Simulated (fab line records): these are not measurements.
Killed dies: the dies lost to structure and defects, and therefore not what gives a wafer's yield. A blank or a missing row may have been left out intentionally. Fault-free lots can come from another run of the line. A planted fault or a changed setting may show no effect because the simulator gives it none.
fab line records -- flow sky130
record: lots: 13, wafers: 39, lastDay: 50
route steps=708 shown GATE_OXIDE@203 CAP2M@603 VIA4@660 PAD_OPEN@708
lots untouched by any fault: they come from a run of this same line in which no faults occurred
startH: the number of hours between the record's first day and the start of the first shown wafer of the lot -- waitH: how many hours have passed since the lot's step before this one -- " unchanged from the row above -- L1.1+2: several wafers, shown together as one row -- - no value, or no start was given -- * or withheld: withheld -- < > ~ a bound
route shown NAME@n: NAME is a module with steps in the file, n the number in the route of the first one -- usual: mean and standard deviation over wafers with no fault -- same: alike in all rows -- chamber/n: place in a boat -- sites: the reading at each site -- _std_site: standard deviation of those values -- _edge_site: mean of outer sites minus mean of inner sites -- radiusMm: how far each site lies from the wafer's centre -- mask NAME#n: copy n -- behind: tool/chamber where the wafer was last shaped -- hold: the reason the lot was held/the length of the hold in hours/how it ended -- device: whichever transistor did not switch (one of n, p or np) -- end of line: the route-end tests of the same wafers -- a step given without rows: its recipe and nothing more -- killed: dies lost to structure and defects at the first sort, not the wafer's yield -- map: a wafer's dies, x killed, . not, _ none there
set.NAME: the setting as run; set.NAME@STEP: as run at that earlier step -- model.NAME: the simulator's own value behind a step, which no gauge read
a sample of lots followed through the steps of the route, with each step as a table and each wafer as a row
services: from which hour (startH, from the record's first day; less than 0 if before it) a tool's chamber was out of use, for how many hours, and why
== steps ==
step: SKY_GATE_OXIDE_OXIDATION_16
recipe: tempC: 800, ambient: O2, idleTempC: 700, rampUpCPerMin: 10, rampDownCPerMin: 3, stabiliseS: 600, purgeS: 300, targetThkA: 35.7, oxTimeS: 1915
usual: spikeTcCentreC: 800.2/1.1, zonePowerTopPct: 27.5/1.9
lot.wafer,tool,chamber,startH,waitH,spikeTcCentreC,zonePowerTopPct
L222.1,furnace-02,0,299.40,1.0,801.1,26.0
L222.3,furnace-02,0,299.40,1.0,800.8,26.1
L222.5,furnace-02,0,299.40,1.0,799.7,25.7
L223.3,furnace-01,0,315.08,0.0,800.3,30.0
L223.4,furnace-01,0,315.08,0.0,798.7,30.2
L223.5,furnace-01,0,315.08,0.0,801.3,30.4
L224.2,furnace-02,0,348.85,2.3,801.0,26.6
L224.5,furnace-02,0,348.85,2.3,800.2,26.2
L224.6,furnace-02,0,348.85,2.3,801.0,26.3
L225.1,furnace-01,0,354.17,3.6,798.6,29.9
L225.3,furnace-01,0,354.17,3.6,800.1,30.3
L225.5,furnace-01,0,354.17,3.6,798.6,29.6
L226.3,furnace-02,0,373.94,3.0,799.5,25.8
L226.4,furnace-02,0,373.94,3.0,800.7,25.9
L226.6,furnace-02,0,373.94,3.0,801.2,26.2
L227.1,furnace-02,0,373.94,6.0,799.4,25.7
L227.3,furnace-02,0,373.94,6.0,800.6,25.9
L227.5,furnace-02,0,373.94,6.0,802.6,25.9
L228.1,furnace-01,0,377.63,3.0,799.4,30.0
L228.2,furnace-01,0,377.63,3.0,799.0,29.6
L228.6,furnace-01,0,377.63,3.0,799.2,29.5
L229.1,furnace-01,0,377.63,2.7,799.6,30.2
L229.4,furnace-01,0,377.63,2.7,801.1,30.2
L229.6,furnace-01,0,377.63,2.7,799.7,29.5
L230.2,furnace-02,0,383.01,1.9,802.6,25.6
L230.3,furnace-02,0,383.01,1.9,801.6,26.2
L230.5,furnace-02,0,383.01,1.9,799.2,25.5
L234.2,furnace-02,0,416.63,1.2,799.1,25.7
L234.3,furnace-02,0,416.63,1.2,799.6,26.2
L234.6,furnace-02,0,416.63,1.2,799.3,25.9
L239.2,furnace-02,0,451.11,0.0,801.8,25.9
L239.4,furnace-02,0,451.11,0.0,799.4,26.3
L239.5,furnace-02,0,451.11,0.0,801.8,26.2
L240.3,furnace-01,0,479.43,0.0,800.4,29.5
L240.4,furnace-01,0,479.43,0.0,800.7,29.2
L240.6,furnace-01,0,479.43,0.0,800.3,29.6
L242.1,furnace-01,0,492.68,0.0,797.0,29.1
L242.4,furnace-01,0,492.68,0.0,800.2,30.1
L242.6,furnace-01,0,492.68,0.0,800.2,30.1
step: SKY_CAP2M_CVD_00
recipe: material: SiO2, targetThkNm: 15.5, tempC: 400, timeS: withheld, rfW: 450
usual: heaterPowerW: 737/160
lot.wafer,tool,chamber,startH,waitH,heaterPowerW
L222.1,pecvd-04,2,919.45,0.0,736
L222.3,pecvd-04,1,919.45,0.0,523
L222.5,pecvd-04,1,919.45,0.0,514
L223.3,pecvd-04,0,946.10,0.0,715
L223.4,pecvd-04,2,946.10,0.0,731
L223.5,pecvd-04,0,946.10,0.0,713
L224.2,pecvd-02,0,959.80,0.0,656
L224.5,pecvd-02,2,959.80,0.0,562
L224.6,pecvd-02,0,959.80,0.0,654
L225.1,pecvd-02,1,967.23,0.0,1070
L225.3,pecvd-02,0,967.23,0.0,674
L225.5,pecvd-02,0,967.23,0.0,661
L226.3,pecvd-04,1,983.45,0.0,631
L226.4,pecvd-04,0,983.45,0.0,755
L226.6,pecvd-04,2,983.45,0.0,643
L227.1,pecvd-02,0,984.55,0.0,616
L227.3,pecvd-02,2,984.55,0.0,550
L227.5,pecvd-02,2,984.55,0.0,567
L229.1,pecvd-03,1,986.12,0.0,870
L229.4,pecvd-03,1,986.12,0.0,879
L229.6,pecvd-03,0,986.12,0.0,900
L228.1,pecvd-02,1,987.06,0.0,1083
L228.2,pecvd-02,2,987.06,0.0,618
L228.6,pecvd-02,2,987.06,0.0,620
L230.2,pecvd-02,0,991.91,0.0,581
L230.3,pecvd-02,2,991.91,0.0,652
L230.5,pecvd-02,1,991.91,0.0,1137
L234.2,pecvd-02,1,1012.62,0.0,1103
L234.3,pecvd-02,0,1012.62,0.0,625
L234.6,pecvd-02,1,1012.62,0.0,1121
L239.2,pecvd-04,2,1044.67,0.0,698
L239.4,pecvd-04,1,1044.67,0.0,640
L239.5,pecvd-04,2,1044.67,0.0,704
L240.3,pecvd-03,2,1062.14,0.0,712
L240.4,pecvd-03,2,1062.14,0.0,730
L240.6,pecvd-03,0,1062.14,0.0,746
L242.1,pecvd-03,0,1073.76,0.0,849
L242.4,pecvd-03,1,1073.76,0.0,979
L242.6,pecvd-03,0,1073.76,0.0,868
step: SKY_CAP2M_THK_MEAS_04
recipe: thkMeasGauge: xrf, reads: TiN_of_CAP2M_SPUTTER_02
usual: CAP2M_TIN_THK: 203.9/2.5
lot.wafer,tool,chamber,startH,waitH,CAP2M_TIN_THK[nm]
L222.1,filmMetro-02,-,919.76,0.1,199.7
L222.3,filmMetro-02,-,919.76,0.1,198.5
L222.5,filmMetro-02,-,919.76,0.1,201.0
L223.3,filmMetro-04,-,946.43,0.1,205.9
L223.4,filmMetro-04,-,946.43,0.1,205.4
L223.5,filmMetro-04,-,946.43,0.1,205.6
L224.2,filmMetro-01,-,960.13,0.1,203.6
L224.5,filmMetro-01,-,960.13,0.1,203.2
L224.6,filmMetro-01,-,960.13,0.1,202.7
L225.1,filmMetro-04,-,967.54,0.1,207.1
L225.3,filmMetro-04,-,967.54,0.1,206.3
L225.5,filmMetro-04,-,967.54,0.1,206.4
L226.3,filmMetro-02,-,983.78,0.1,204.6
L226.4,filmMetro-02,-,983.78,0.1,203.3
L226.6,filmMetro-02,-,983.78,0.1,203.2
L227.1,filmMetro-02,-,984.87,0.1,203.1
L227.3,filmMetro-02,-,984.87,0.1,202.3
L227.5,filmMetro-02,-,984.87,0.1,202.0
L229.1,filmMetro-02,-,986.44,0.1,202.9
L229.4,filmMetro-02,-,986.44,0.1,204.2
L229.6,filmMetro-02,-,986.44,0.1,202.3
L228.1,filmMetro-02,-,987.38,0.1,202.2
L228.2,filmMetro-02,-,987.38,0.1,201.8
L228.6,filmMetro-02,-,987.38,0.1,203.9
L230.2,filmMetro-02,-,992.23,0.1,198.9
L230.3,filmMetro-02,-,992.23,0.1,200.5
L230.5,filmMetro-02,-,992.23,0.1,199.9
L234.2,filmMetro-04,-,1012.94,0.1,209.0
L234.3,filmMetro-04,-,1012.94,0.1,210.0
L234.6,filmMetro-04,-,1012.94,0.1,208.9
L239.2,filmMetro-01,-,1044.99,0.1,200.8
L239.4,filmMetro-01,-,1044.99,0.1,201.9
L239.5,filmMetro-01,-,1044.99,0.1,202.0
L240.3,filmMetro-02,-,1062.47,0.1,200.6
L240.4,filmMetro-02,-,1062.47,0.1,201.1
L240.6,filmMetro-02,-,1062.47,0.1,203.1
L242.1,filmMetro-02,-,1074.08,0.1,202.7
L242.4,filmMetro-02,-,1074.08,0.1,201.6
L242.6,filmMetro-02,-,1074.08,0.1,202.1
step: SKY_VIA4_CMP_21
recipe: stopOn: SiO2, tOverpolishS: 25, downForcePsi: 3.5, platenRpm: 60, targetThkNm: 0, padVelocityMS: 0.94248
usual: motorCurrentA: 11.4/1, overpolishRunS: 25.001/0.0089, timeToEndpointS: 124/4.5
lot.wafer,tool,chamber,startH,waitH,motorCurrentA,overpolishRunS,timeToEndpointS
L222.1,cmp-01,3,994.12,0.1,12.2,24.991,127
L222.3,cmp-01,1,994.12,0.1,13.3,24.996,127
L222.5,cmp-01,3,994.12,0.1,11.7,25.003,126
L223.4,cmp-01,3,1018.88,0.1,11.8,25.004,123
L223.3,cmp-01,1,1018.88,0.1,12.8,24.995,123
L223.5,cmp-01,2,1018.88,0.1,11.6,25.015,124
L224.2,cmp-01,0,1032.59,0.2,10.9,25.017,124
L224.5,cmp-01,1,1032.59,0.2,13.1,25.012,123
L224.6,cmp-01,2,1032.59,0.2,11.9,25.010,124
L225.1,cmp-02,0,1038.79,0.1,13.4,24.995,118
L225.3,cmp-02,3,1038.79,0.1,10.3,24.998,119
L225.5,cmp-02,0,1038.79,0.1,13.4,25.007,120
L226.3,cmp-02,1,1055.00,0.2,10.2,24.999,122
L226.4,cmp-02,2,1055.00,0.2,11.8,25.000,122
L226.6,cmp-02,0,1055.00,0.2,12.7,25.001,118
L227.3,cmp-02,3,1055.30,0.2,10.1,24.985,118
L227.1,cmp-02,1,1055.30,0.2,9.9,25.002,118
L227.5,cmp-02,3,1055.30,0.2,9.9,25.003,115
L229.4,cmp-01,0,1055.49,0.3,11.0,25.002,121
L229.1,cmp-01,2,1055.49,0.3,11.1,24.990,123
L229.6,cmp-01,0,1055.49,0.3,11.1,25.010,121
L228.1,cmp-02,3,1058.19,0.1,10.4,25.004,124
L228.2,cmp-02,1,1058.19,0.1,10.4,25.010,122
L228.6,cmp-02,0,1058.19,0.1,13.1,24.999,116
L230.2,cmp-02,2,1062.57,0.0,11.5,24.993,116
L230.3,cmp-02,0,1062.57,0.0,13.4,25.012,118
L230.5,cmp-02,3,1062.57,0.0,10.4,24.997,118
L234.3,cmp-02,1,1081.28,0.1,9.9,24.978,127
L234.2,cmp-02,2,1081.28,0.1,12.1,25.004,128
L234.6,cmp-02,0,1081.28,0.1,12.4,25.006,126
L239.2,cmp-02,1,1109.29,0.0,10.4,24.997,125
L239.4,cmp-02,3,1109.29,0.0,10.1,24.995,122
L239.5,cmp-02,2,1109.29,0.0,11.1,25.011,120
L240.3,cmp-01,3,1128.18,0.0,11.4,24.997,120
L240.4,cmp-01,0,1128.18,0.0,10.4,24.996,124
L240.6,cmp-01,0,1128.18,0.0,10.3,24.994,124
L242.4,cmp-02,0,1137.88,0.0,12.8,24.991,119
L242.1,cmp-02,2,1137.88,0.0,11.7,24.996,120
L242.6,cmp-02,0,1137.88,0.0,12.9,25.009,118
step: SKY_PAD_OPEN_PROBE_99
usual: killed_at_M0_to_M3: 43/7.4, killed_at_M4_up: 3.1/1.8, killedAtContacts: 26/5.6, killedAtFrontEnd: 15/4.9, killedAtOther: 0.2/0.44, killedDies: 87/10, killedOpen: 48/7.6, killedShort: 39/6.2
same: grossDies: 492, killedAtBackSide: 0
lot.wafer,tool,chamber,startH,waitH,hold,killed_at_M0_to_M3,killed_at_M4_up,killedAtContacts,killedAtFrontEnd,killedAtOther,killedDies,killedOpen,killedShort
L222.1,prober-01,-,1063.81,0.1,-,41,5,34,20,0,100,59,41
L222.3,prober-01,-,1063.91,0.2,-,47,5,25,23,0,100,58,42
L222.5,prober-01,-,1064.01,0.2,-,42,2,35,16,1,96,53,43
L223.3,prober-01,-,1087.11,0.2,-,60,5,23,20,0,108,52,56
L223.4,prober-01,-,1087.16,0.2,-,51,1,27,12,0,91,51,39
L223.5,prober-01,-,1087.21,0.2,-,42,0,24,24,0,90,46,44
L224.2,prober-02,-,1100.10,0.1,-,44,2,33,23,0,102,60,42
L224.5,prober-02,-,1100.25,0.2,-,41,2,36,9,0,88,51,37
L224.6,prober-02,-,1100.30,0.2,-,34,5,30,14,1,84,50,34
L225.1,prober-01,-,1104.82,0.1,-,54,4,22,13,2,95,46,48
L225.3,prober-01,-,1104.92,0.2,-,37,4,26,22,0,89,52,37
L225.5,prober-01,-,1105.02,0.2,-,57,2,17,18,0,94,41,53
L226.3,prober-02,-,1121.16,0.2,-,54,2,26,19,0,101,55,45
L226.4,prober-02,-,1121.21,0.2,-,42,2,22,9,0,75,43,31
L226.6,prober-02,-,1121.31,0.2,-,41,1,25,20,0,87,49,38
L227.1,prober-01,-,1121.85,0.1,-,30,2,30,32,0,94,57,35
L227.3,prober-01,-,1121.95,0.2,-,40,3,19,27,0,89,46,41
L227.5,prober-01,-,1122.05,0.2,-,30,1,31,15,1,78,42,35
L229.1,prober-02,-,1122.56,0.1,-,32,6,31,20,0,89,46,43
L229.4,prober-02,-,1122.71,0.2,-,30,2,23,17,1,73,35,37
L229.6,prober-02,-,1122.81,0.2,-,48,3,15,19,0,85,43,42
L228.1,prober-02,-,1123.48,0.1,-,45,3,21,15,0,84,42,42
L228.2,prober-02,-,1123.53,0.1,-,54,1,30,7,0,92,44,48
L228.6,prober-02,-,1123.73,0.2,-,33,2,21,16,0,72,32,40
L230.2,prober-02,-,1128.96,0.1,-,33,3,20,13,0,69,37,32
L230.3,prober-02,-,1129.01,0.2,-,56,1,27,25,0,109,67,41
L230.5,prober-02,-,1129.11,0.2,-,42,4,28,18,0,92,49,41
L234.2,prober-01,-,1145.00,0.1,-,47,2,18,17,0,84,46,38
L234.3,prober-01,-,1145.05,0.2,-,34,1,22,7,0,64,38,26
L234.6,prober-01,-,1145.20,0.2,-,39,6,21,11,0,77,46,30
L239.2,prober-02,-,1169.21,0.1,awaitDispo/2.6h/release,55,2,21,17,0,95,50,45
L239.4,prober-02,-,1169.31,0.2,awaitDispo/2.6h/release,47,1,28,14,0,90,54,36
L239.5,prober-02,-,1169.36,0.2,awaitDispo/2.6h/release,42,2,23,13,0,80,42,38
L240.3,prober-01,-,1184.20,0.2,-,31,1,22,27,0,81,41,39
L240.4,prober-01,-,1184.25,0.2,-,37,3,35,14,0,89,57,30
L240.6,prober-01,-,1184.35,0.2,-,49,2,25,20,0,96,59,36
L242.1,prober-02,-,1192.69,0.1,-,33,4,25,25,0,87,47,40
L242.4,prober-02,-,1192.84,0.2,-,48,8,27,12,0,95,47,47
L242.6,prober-02,-,1192.94,0.2,-,52,7,21,11,0,91,52,39
killed by level:class
L222.1 CONTACT:geometricParticle:open=24 VIA1:geometricParticle:short=7 POLY_GATE:geometricParticle:short=6 VIA2:geometricParticle:open=6 METAL2:geometricParticle:short=6 VIA3:geometricParticle:open=4 SPACER:geometricParticle:open=4 CONTACT:geometricParticle:short=4
L222.3 VIA1:geometricParticle:open=11 CONTACT:geometricParticle:open=10 VIA3:geometricParticle:open=9 LI_CONTACT:geometricParticle:open=7 FIELD_ISO:geometricParticle:short=6 FIELD_ISO:geometricParticle:open=6 VIA2:geometricParticle:open=6 CONTACT:geometricParticle:short=5
L222.5 CONTACT:geometricParticle:open=15 VIA1:geometricParticle:open=12 LOCAL_INTERCONNECT:geometricParticle:short=7 FIELD_ISO:geometricParticle:short=5 CONTACT:geometricParticle:short=5 VIA3:geometricParticle:open=5 LI_CONTACT:geometricParticle:short=4 VIA1:geometricParticle:short=4
L223.3 VIA2:geometricParticle:open=10 VIA1:geometricParticle:open=10 METAL1:geometricParticle:short=8 VIA1:geometricParticle:short=8 CONTACT:geometricParticle:open=7 METAL2:geometricParticle:short=7 VIA3:geometricParticle:open=7 POLY_GATE:geometricParticle:short=6
L223.4 LI_CONTACT:geometricParticle:open=12 CONTACT:geometricParticle:open=10 FIELD_ISO:geometricParticle:open=7 METAL2:geometricParticle:short=7 METAL1:geometricParticle:short=6 VIA3:geometricParticle:open=6 VIA1:geometricParticle:open=5 VIA1:geometricParticle:short=5
L223.5 CONTACT:geometricParticle:open=11 FIELD_ISO:geometricParticle:short=8 VIA1:geometricParticle:open=8 VIA1:geometricParticle:short=7 METAL1:geometricParticle:short=7 LI_CONTACT:geometricParticle:open=6 POLY_GATE:geometricParticle:short=5 POLY_GATE:geometricParticle:open=4
L224.2 VIA2:geometricParticle:open=10 VIA3:geometricParticle:open=10 FIELD_ISO:geometricParticle:short=9 LI_CONTACT:geometricParticle:open=9 CONTACT:geometricParticle:open=8 VIA1:geometricParticle:open=8 LOCAL_INTERCONNECT:geometricParticle:short=7 FIELD_ISO:geometricParticle:open=6
L224.5 CONTACT:geometricParticle:open=12 VIA1:geometricParticle:open=9 LI_CONTACT:geometricParticle:open=8 VIA3:geometricParticle:open=7 VIA2:geometricParticle:open=7 LOCAL_INTERCONNECT:geometricParticle:short=6 LI_CONTACT:geometricParticle:short=5 METAL2:geometricParticle:short=5
L224.6 CONTACT:geometricParticle:open=13 VIA3:geometricParticle:open=11 LOCAL_INTERCONNECT:geometricParticle:short=6 FIELD_ISO:geometricParticle:open=5 VIA1:geometricParticle:open=5 CONTACT:geometricParticle:short=5 VIA3:geometricParticle:short=5 LI_CONTACT:geometricParticle:open=4
L225.1 VIA1:geometricParticle:open=10 CONTACT:geometricParticle:open=9 METAL2:geometricParticle:short=8 VIA2:geometricParticle:short=6 LI_CONTACT:geometricParticle:open=5 VIA2:geometricParticle:open=5 METAL1:geometricParticle:short=5 VIA3:geometricParticle:short=5
L225.3 CONTACT:geometricParticle:open=15 VIA1:geometricParticle:open=9 FIELD_ISO:geometricParticle:short=8 FIELD_ISO:geometricParticle:open=6 VIA3:geometricParticle:open=6 VIA2:geometricParticle:open=5 METAL2:geometricParticle:short=5 LI_CONTACT:geometricParticle:open=4
L225.5 VIA1:geometricParticle:open=13 VIA1:geometricParticle:short=9 CONTACT:geometricParticle:open=8 METAL3:geometricParticle:short=7 CONTACT:geometricParticle:short=6 METAL1:geometricParticle:short=6 POLY_GATE:geometricParticle:short=5 VIA3:geometricParticle:open=5
L226.3 VIA1:geometricParticle:open=13 VIA2:geometricParticle:open=9 CONTACT:geometricParticle:open=8 VIA3:geometricParticle:open=7 METAL1:geometricParticle:short=7 FIELD_ISO:geometricParticle:short=6 LI_CONTACT:geometricParticle:open=6 CONTACT:geometricParticle:short=6
L226.4 VIA1:geometricParticle:open=10 CONTACT:geometricParticle:open=9 VIA2:geometricParticle:open=8 LI_CONTACT:geometricParticle:open=6 METAL1:geometricParticle:short=4 LOCAL_INTERCONNECT:geometricParticle:short=4 VIA3:geometricParticle:open=4 VIA2:geometricParticle:short=4
L226.6 CONTACT:geometricParticle:open=11 FIELD_ISO:geometricParticle:short=9 VIA1:geometricParticle:open=9 VIA2:geometricParticle:open=9 LI_CONTACT:geometricParticle:open=7 METAL1:geometricParticle:short=6 VIA1:geometricParticle:short=5 CONTACT:geometricParticle:short=4
L227.1 CONTACT:geometricParticle:open=14 FIELD_ISO:geometricParticle:open=10 VIA2:geometricParticle:open=8 LOCAL_INTERCONNECT:geometricParticle:short=7 POLY_GATE:geometricParticle:open=5 VIA3:geometricParticle:open=5 FIELD_ISO:geometricParticle:short=4 POLY_GATE:geometricParticle:short=4
L227.3 VIA2:geometricParticle:open=8 FIELD_ISO:geometricParticle:open=6 LI_CONTACT:geometricParticle:open=6 VIA1:geometricParticle:open=6 METAL2:geometricParticle:short=6 FIELD_ISO:geometricParticle:short=5 POLY_GATE:geometricParticle:open=5 CONTACT:geometricParticle:open=5
L227.5 CONTACT:geometricParticle:open=12 LI_CONTACT:geometricParticle:open=11 FIELD_ISO:geometricParticle:short=9 VIA2:geometricParticle:open=7 CONTACT:geometricParticle:short=5 METAL2:geometricParticle:short=5 VIA2:geometricParticle:short=3 VIA1:geometricParticle:open=3
L229.1 CONTACT:geometricParticle:open=12 POLY_GATE:geometricParticle:short=7 LI_CONTACT:geometricParticle:open=7 VIA1:geometricParticle:open=7 FIELD_ISO:geometricParticle:short=5 LOCAL_INTERCONNECT:geometricParticle:short=5 VIA2:geometricParticle:open=5 METAL4:geometricParticle:short=5
L229.4 LI_CONTACT:geometricParticle:open=8 VIA1:geometricParticle:short=7 VIA1:geometricParticle:open=7 VIA3:geometricParticle:open=7 LOCAL_INTERCONNECT:geometricParticle:short=5 CONTACT:geometricParticle:short=5 FIELD_ISO:geometricParticle:short=4 CONTACT:geometricParticle:open=4
L229.6 VIA1:geometricParticle:open=10 VIA2:geometricParticle:open=9 VIA3:geometricParticle:open=8 FIELD_ISO:geometricParticle:short=7 VIA1:geometricParticle:short=7 CONTACT:geometricParticle:open=7 LOCAL_INTERCONNECT:geometricParticle:short=4 VIA3:geometricParticle:short=4
L228.1 METAL1:geometricParticle:short=11 CONTACT:geometricParticle:open=10 VIA3:geometricParticle:open=7 POLY_GATE:geometricParticle:short=6 VIA1:geometricParticle:open=6 FIELD_ISO:geometricParticle:open=4 LI_CONTACT:geometricParticle:open=4 VIA2:geometricParticle:short=3
L228.2 CONTACT:geometricParticle:open=10 VIA1:geometricParticle:open=9 METAL1:geometricParticle:short=8 LOCAL_INTERCONNECT:geometricParticle:short=8 VIA2:geometricParticle:open=7 CONTACT:geometricParticle:short=6 VIA3:geometricParticle:short=5 METAL3:geometricParticle:short=5
L228.6 FIELD_ISO:geometricParticle:short=7 METAL2:geometricParticle:short=6 LI_CONTACT:geometricParticle:open=6 CONTACT:geometricParticle:open=6 VIA2:geometricParticle:open=4 LOCAL_INTERCONNECT:geometricParticle:short=4 VIA1:geometricParticle:open=4 VIA1:geometricParticle:short=4
L230.2 VIA1:geometricParticle:open=10 CONTACT:geometricParticle:open=9 VIA1:geometricParticle:short=6 FIELD_ISO:geometricParticle:open=4 CONTACT:geometricParticle:short=4 METAL1:geometricParticle:short=4 VIA2:geometricParticle:open=4 VIA3:geometricParticle:open=4
L230.3 VIA1:geometricParticle:open=12 CONTACT:geometricParticle:open=9 POLY_GATE:geometricParticle:open=9 METAL3:geometricParticle:short=8 LI_CONTACT:geometricParticle:open=7 VIA3:geometricParticle:open=7 VIA1:geometricParticle:short=6 FIELD_ISO:geometricParticle:open=5
L230.5 VIA1:geometricParticle:open=13 CONTACT:geometricParticle:open=12 METAL2:geometricParticle:short=7 VIA3:geometricParticle:open=5 FIELD_ISO:geometricParticle:short=4 FIELD_ISO:geometricParticle:open=4 POLY_GATE:geometricParticle:short=4 LOCAL_INTERCONNECT:geometricParticle:short=4
L234.2 VIA1:geometricParticle:open=10 CONTACT:geometricParticle:open=9 FIELD_ISO:geometricParticle:short=6 LI_CONTACT:geometricParticle:open=6 METAL1:geometricParticle:short=6 VIA2:geometricParticle:short=5 VIA2:geometricParticle:open=5 FIELD_ISO:geometricParticle:open=4
L234.3 CONTACT:geometricParticle:open=9 VIA1:geometricParticle:open=9 METAL1:geometricParticle:short=7 CONTACT:geometricParticle:short=6 VIA2:geometricParticle:open=5 VIA3:geometricParticle:open=5 LOCAL_INTERCONNECT:geometricParticle:short=4 VIA1:geometricParticle:short=3
L234.6 VIA2:geometricParticle:open=8 LI_CONTACT:geometricParticle:open=7 VIA1:geometricParticle:open=6 METAL1:geometricParticle:short=6 CONTACT:geometricParticle:open=5 FIELD_ISO:geometricParticle:open=4 LI_CONTACT:geometricParticle:short=4 METAL2:geometricParticle:short=4
L239.2 VIA1:geometricParticle:open=18 METAL2:geometricParticle:short=8 CONTACT:geometricParticle:short=7 METAL1:geometricParticle:short=7 VIA1:geometricParticle:short=7 CONTACT:geometricParticle:open=6 FIELD_ISO:geometricParticle:short=4 POLY_GATE:geometricParticle:open=4
L239.4 VIA1:geometricParticle:open=12 CONTACT:geometricParticle:open=10 VIA2:geometricParticle:open=10 LOCAL_INTERCONNECT:geometricParticle:short=7 METAL2:geometricParticle:short=6 FIELD_ISO:geometricParticle:open=4 LI_CONTACT:geometricParticle:open=4 CONTACT:geometricParticle:short=4
L239.5 VIA1:geometricParticle:open=8 VIA2:geometricParticle:open=8 CONTACT:geometricParticle:open=7 VIA3:geometricParticle:open=6 CONTACT:geometricParticle:short=5 VIA1:geometricParticle:short=5 LI_CONTACT:geometricParticle:open=4 LOCAL_INTERCONNECT:geometricParticle:short=4
L240.3 POLY_GATE:geometricParticle:open=10 LI_CONTACT:geometricParticle:open=7 CONTACT:geometricParticle:open=7 METAL2:geometricParticle:short=7 VIA1:geometricParticle:short=5 VIA1:geometricParticle:open=5 FIELD_ISO:geometricParticle:open=4 POLY_GATE:geometricParticle:short=4
L240.4 CONTACT:geometricParticle:open=16 LI_CONTACT:geometricParticle:open=11 VIA1:geometricParticle:open=11 VIA3:geometricParticle:open=7 METAL2:geometricParticle:short=6 VIA1:geometricParticle:short=5 CONTACT:geometricParticle:short=4 FIELD_ISO:geometricParticle:short=3
L240.6 CONTACT:geometricParticle:open=14 VIA1:geometricParticle:open=14 METAL1:geometricParticle:short=7 VIA2:geometricParticle:open=7 FIELD_ISO:geometricParticle:short=5 FIELD_ISO:geometricParticle:open=5 POLY_GATE:geometricParticle:open=5 METAL1:geometricParticle:open=4
L242.1 CONTACT:geometricParticle:open=10 POLY_GATE:geometricParticle:short=9 VIA1:geometricParticle:open=9 VIA2:geometricParticle:open=7 POLY_GATE:geometricParticle:open=5 LI_CONTACT:geometricParticle:open=5 LOCAL_INTERCONNECT:geometricParticle:short=5 METAL1:geometricParticle:short=5
L242.4 VIA1:geometricParticle:open=10 LI_CONTACT:geometricParticle:open=9 METAL2:geometricParticle:short=7 VIA3:geometricParticle:open=7 LOCAL_INTERCONNECT:geometricParticle:short=6 CONTACT:geometricParticle:open=6 VIA2:geometricParticle:open=6 LI_CONTACT:geometricParticle:short=5
L242.6 VIA1:geometricParticle:open=16 CONTACT:geometricParticle:open=9 METAL2:geometricParticle:short=6 VIA2:geometricParticle:open=6 LI_CONTACT:geometricParticle:open=5 VIA2:geometricParticle:short=5 METAL3:geometricParticle:short=4 LI_CONTACT:geometricParticle:short=4
== services ==
tool,chamber,startH,hours,kind
cmp-02,-,345.37,1.0,repair
cmp-02,-,369.49,2.1,repair
cmp-02,-,373.90,15.1,pm
cmp-02,-,388.98,9.0,pm
cmp-02,-,404.88,6.8,repair
cmp-02,-,467.34,2.4,repair
cmp-02,-,543.21,0.9,repair
cmp-02,-,572.04,4.0,pm
cmp-02,-,598.17,0.9,repair
cmp-02,-,613.10,0.4,repair
cmp-02,-,621.61,25.5,repair
cmp-02,-,663.38,1.2,repair
cmp-02,-,704.76,1.5,repair
cmp-02,-,728.38,1.2,repair
cmp-02,-,754.96,3.7,pm
cmp-02,-,760.07,0.6,repair
cmp-02,-,762.77,3.9,repair
cmp-02,-,768.93,2.4,repair
cmp-02,-,791.23,1.3,repair
cmp-02,-,908.08,1.3,repair
cmp-02,-,912.09,4.0,pm
cmp-02,-,930.59,5.5,pm
cmp-02,-,940.08,0.4,repair
cmp-02,-,958.95,0.6,repair
== key ==
firstSign: step: SKY_PAD_OPEN_PROBE_99, reading: hold, direction: added
effect none on later readings
metAt SKY_GATE_OXIDE_OXIDATION_16
struckLots L239
testerLeftOut L239
notActingAt SKY_CAP2M_CVD_00,SKY_CAP2M_THK_MEAS_04,SKY_VIA4_CMP_21
onsetBetween 416.63 451.11
fault: kind: processParameterDrift, tool: furnace-02, chamber: -, onsetH: 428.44, steps: SKY_GATE_OXIDE_OXIDATION_16, channel: oxTimeS, offset: *, shape: step, endH: 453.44, actsIn: *, stated: *
testerLeftOut: of these lots the tester's yield and bins aren't shown, on N5 and GAA mostly nor the transistor test; their killed dies are dies lost to structure and defects alone, not to doping, threshold or leakage, so they don't give the yield
